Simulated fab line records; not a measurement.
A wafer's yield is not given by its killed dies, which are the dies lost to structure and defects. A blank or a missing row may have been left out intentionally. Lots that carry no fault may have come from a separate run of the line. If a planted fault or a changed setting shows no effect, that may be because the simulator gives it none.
Problem report in the 8D (eight disciplines) form, filled by code    flow gf180mcu    the parts of the form that need people (team, actions taken, sign-off) are left out

## 1. THE PROBLEM
MVSD_TW at GF_MVSD_TW_MEAS_11 reads a mean of 1716 on 6 wafers of 2 lots; wafers without a fault read 1573 with a standard deviation of 10. Relative to the usual mean, that is a shift of +14 standard deviations.
First seen on wafer L411.2, day 8 02:18, on filmMetro-03. At this step, 36 wafers from 12 lots have a number in the record. The rule behind "out" and "out of limits": a value lying over 4 standard deviations away from the usual mean. The other wafers with a number count as sound.

## 2. WHAT IT IS, WHAT IT ISN'T
question                     is                          is not
which readings at this step  MVSD_TW                     -
which lots                   L411, L414                  L397, L399, L400, L401, L402, L403, L404, L417, L418, L419
which wafers of those lots   all that have a number      -
read on which gauges         filmMetro-03, filmMetro-04  filmMetro-02
when                         from day 8 02:18            up to then (21 sound wafers); but 9 sound wafers of L417, L418, L419 came after

## 3. SUSPECTS, AND WHAT RULES EACH OUT
Counting: a tool at a process step up to the reading stays a suspect if it ran every lot that is out and no sound lot after the first of them.
- ruled out: the gauge at GF_MVSD_TW_MEAS_11. The wafers that are out were read on 2 gauges (filmMetro-03, filmMetro-04).
- implanter-04 at GF_MVSD_IMPLANT_08: kept. It ran every lot that is out, first L411 (day 8 01:55), and no sound lot after that. Its own doseIonsCm2, faradayCurrentUA readings are out on those wafers.
The count leaves implanter-04 at GF_MVSD_IMPLANT_08.

## 4. THE CAUSE (what the simulator had put in)
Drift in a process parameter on implanter-04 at GF_MVSD_IMPLANT_08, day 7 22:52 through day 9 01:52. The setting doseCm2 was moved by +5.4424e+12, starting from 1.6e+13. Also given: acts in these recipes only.
The count eliminated every tool but this one.

## 5. SEQUENCE OF EFFECTS, ordered by route
Rows list readings where the struck wafers' mean (over those with a number) sits beyond 3 standard deviations from the usual. Readings are gone through only where the record gives a usual standard deviation; hours: the median, over the lots, of the time from a lot's start at the first step in this table giving one to that lot's start at this step; sigmas: the change measured in usual standard deviations.
hours  step                      reading           usual         on struck wafers  change       sigmas
0      GF_MVSD_IMPLANT_08        doseIonsCm2       1.5999e+13    2.1458e+13        +5.4593e+12  +99 or more
0      GF_MVSD_IMPLANT_08        faradayCurrentUA  90.2          120.2             +30.0        +17
0      GF_MVSD_TW_MEAS_11        MVSD_TW           1573          1716              +142         +14
90     GF_VT_IMPLANT_RS_MEAS_46  MVSD_RS           455.9 ohm/sq  394.1             -61.8        -56
Its process steps:
- GF_MVSD_IMPLANT_08
At these later measuring or inspecting steps, every struck wafer for which the step has a row has a number for every such reading, and none has moved that far: GF_MVPSD_TW_MEAS_11.

## 6. HOW IT WOULD HAVE BEEN CAUGHT EARLIER
3 hours passed between the start of the fault at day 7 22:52 and the first reading out of limits at a measuring or inspecting step in this record, taken at day 8 02:18.
At GF_MVSD_IMPLANT_08, the tool's own readings (doseIonsCm2, faradayCurrentUA) were out on each struck wafer the step has a row for, so an alarm limit on them would have fired on the first such wafer.
Of the lots that are out (2), L414 began GF_MVSD_IMPLANT_08 on implanter-04 after day 8 02:18. Holding the tool at that time would have saved it.
